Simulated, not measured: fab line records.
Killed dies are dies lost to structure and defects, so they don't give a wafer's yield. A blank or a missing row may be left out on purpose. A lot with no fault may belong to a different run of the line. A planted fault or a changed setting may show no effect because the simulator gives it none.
Chamber matching | flow sky130 | 4 sister chambers for SKY_POLY_GATE_ETCH_17 on rie si-02
The step etches poly-Si in HBr/Cl2, stops on SiO2, target depth 180 nm, time 70.5 s. 14 wafers are shown with their chamber, then 7 later ones without.

## WAFERS PAIRED WITH THEIR CHAMBERS
wafer  | chamber | drypump motor current A (A) | oes product au (a.u.) | throttle valve pct (%)
L603.1 | 3       | 5.78                        | 0.981                 | 33.686
L603.2 | 2       | 5.37                        | 0.978                 | 33.683
L603.4 | 1       | 5.47                        | 0.982                 | 33.679
L605.3 | 0       | 5.61                        | 0.993                 | 33.672
L605.5 | 1       | 5.46                        | 0.981                 | 33.670
L605.6 | 0       | 5.64                        | 0.987                 | 33.692
L606.4 | 0       | 5.63                        | 0.998                 | 33.677
L606.5 | 2       | 5.36                        | 0.977                 | 33.682
L606.6 | 1       | 5.47                        | 0.981                 | 33.679
L610.2 | 3       | 5.80                        | 0.989                 | 33.677
L610.3 | 1       | 5.46                        | 0.985                 | 33.683
L610.4 | 0       | 5.63                        | 0.991                 | 33.662
L617.1 | 3       | 5.81                        | 0.988                 | 33.682
L617.4 | 2       | 5.35                        | 0.998                 | 33.689

SIGNATURES (averages over the wafers above)
reading                 | chamber 0 | chamber 1 | chamber 2 | chamber 3 | scatter within a chamber
drypump motor current A | 5.6275    | 5.4650    | 5.3600    | 5.7967    | 0.0111
oes product au          | 0.99225   | 0.98225   | 0.98433   | 0.98600   | 0.00626
throttle valve pct      | 33.67575  | 33.67775  | 33.68467  | 33.68167  | 0.00793
Rule: distance of a wafer from a chamber = root of the sum over the readings of ((wafer's reading minus chamber's mean) / reading's scatter) squared. If the next closest chamber is less than 2 further off than the closest, the wafer can't be placed; otherwise it belongs to the closest. The scatter: the root of (the sum of the squares of (reading less its chamber's mean) over the shown wafers, divided by (wafers less chambers)).

## WAFERS WHOSE CHAMBER IS MISSING
wafer  | drypump motor current A (A) | oes product au (a.u.) | throttle valve pct (%)
L617.5 | 5.81                        | 0.987                 | 33.692
L621.1 | 5.80                        | 1.004                 | 33.693
L621.2 | 5.36                        | 0.993                 | 33.687
L621.6 | 5.46                        | 0.988                 | 33.689
L613.2 | 5.64                        | 0.992                 | 33.682
L613.4 | 5.47                        | 0.983                 | 33.684
L613.6 | 5.62                        | 0.993                 | 33.702

## EACH ONE'S CHAMBER
wafer  | from the rows above | in truth
L617.5 | 3                   | 3
L621.1 | 3                   | 3
L621.2 | 2                   | 2
L621.6 | 1                   | 1
L613.2 | 0                   | 0
L613.4 | 1                   | 1
L613.6 | 0                   | 0
7 of 7 placed correctly. Can't be placed from these rows: 0. Wrongly placed: 0.
